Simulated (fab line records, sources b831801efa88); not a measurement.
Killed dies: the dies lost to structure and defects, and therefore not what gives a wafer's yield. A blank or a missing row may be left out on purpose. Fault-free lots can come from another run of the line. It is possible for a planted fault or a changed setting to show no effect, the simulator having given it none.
One fault seen from 2 desks :: flow sky130 :: each desk has only its own numbers; what lay behind them comes last

## AT THE METROLOGY DESK
What the gauges read for every lot (on any tool): the sampled wafers with a number, averaged. If a lot's mean is further than 4 standard deviations from the usual mean, the lot is out of limits and carries the mark OUT (the distance appears in the brackets).
Columns: A = PWDE_TW at SKY_PWDE_TW_MEAS_10, usual 375; B = VT_ADJUST_LVTN_01_OVL at SKY_VT_ADJUST_LVTN_OVL_MEAS_18, usual 2.2 nm
lot: L897
first seen here: day 4 20:59
A: 376
B: 3.8

lot: L900
first seen here: day 4 22:59
A: 377
B: 1.9

lot: L902
first seen here: day 5 08:55
A: 374
B: 0.7

lot: L904
first seen here: day 5 12:55
A: 374
B: 4.4

lot: L905
first seen here: day 5 19:09
A: 375
B: 1.5

lot: L906
first seen here: day 6 01:48
A: 374
B: 0.7

lot: L907
first seen here: day 6 06:08
A: 379
B: 1.2

lot: L910
first seen here: day 6 21:06
A: 377
B: 3.1

lot: L912
first seen here: day 7 08:32
A: 372
B: 1.0

lot: L913
first seen here: day 7 14:17
A: 373
B: 1.2

lot: L918
first seen here: day 8 18:58
A: 371
B: 2.2

lot: L919
first seen here: day 9 03:38
A: 379
B: 1.9

lot: L920
first seen here: day 9 06:26
A: 373
B: 3.6
Result from this desk: across the 13 lots, nothing is out of limits.

## TOOL OWNER'S DESK, implanter-03
The tool's own readings at SKY_VT_ADJUST_HVTP_IMPLANT_09, given as means over the sampled wafers that have a number, one for each lot that went through this tool. If a lot's mean is further than 4 standard deviations from the usual mean, the lot is out of limits and carries the mark OUT (the distance appears in the brackets).
Columns: A = dose-ions-cm2 at SKY_VT_ADJUST_HVTP_IMPLANT_09, usual 4.299e+12; B = faraday-current-uA at SKY_VT_ADJUST_HVTP_IMPLANT_09, usual 24.3
lot: L905
first seen here: day 8 07:42
A: 4.301e+12
B: 24.1

lot: L906
first seen here: day 8 16:01
A: 4.296e+12
B: 24.5

lot: L907
first seen here: day 8 19:06
A: 4.292e+12
B: 24.1

lot: L910
first seen here: day 9 13:09
A: 4.298e+12
B: 24.1

lot: L912
first seen here: day 10 02:25
A: 4.303e+12
B: 24.3

lot: L918
first seen here: day 11 16:11
A: 4.741e+12 (+98) OUT
B: 26.8 (+5.1) OUT

lot: L919
first seen here: day 12 02:09
A: 4.740e+12 (+98) OUT
B: 26.5 (+4.5) OUT

lot: L920
first seen here: day 12 05:59
A: 4.739e+12 (+98) OUT
B: 26.7 (+5.0) OUT
This desk finds L918, L919, L920 out of limits, L918 being first, at day 11 16:11 (dose-ions-cm2 at SKY_VT_ADJUST_HVTP_IMPLANT_09). Within limits: L905, L906, L907, L910, L912.

## TAKEN TOGETHER
On L918, L919, L920, at day 11 16:11, an alarm was possible from the tool owner's desk.
Metrology desk: nothing out of limits seen.
The metrology desk holds a record of L918, L919, L920, inside its limits.
Of the lots named, all ran SKY_VT_ADJUST_HVTP_IMPLANT_09 on implanter-03.

## WHAT WAS PUT IN BY THE SIMULATOR
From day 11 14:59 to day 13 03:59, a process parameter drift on implanter-03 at SKY_VT_ADJUST_HVTP_IMPLANT_09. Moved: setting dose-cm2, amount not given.
Lots struck among those shown: L918, L919, L920.
Each desk's first reading out of limits, in hours after the fault started: the tool owner's desk, 1.
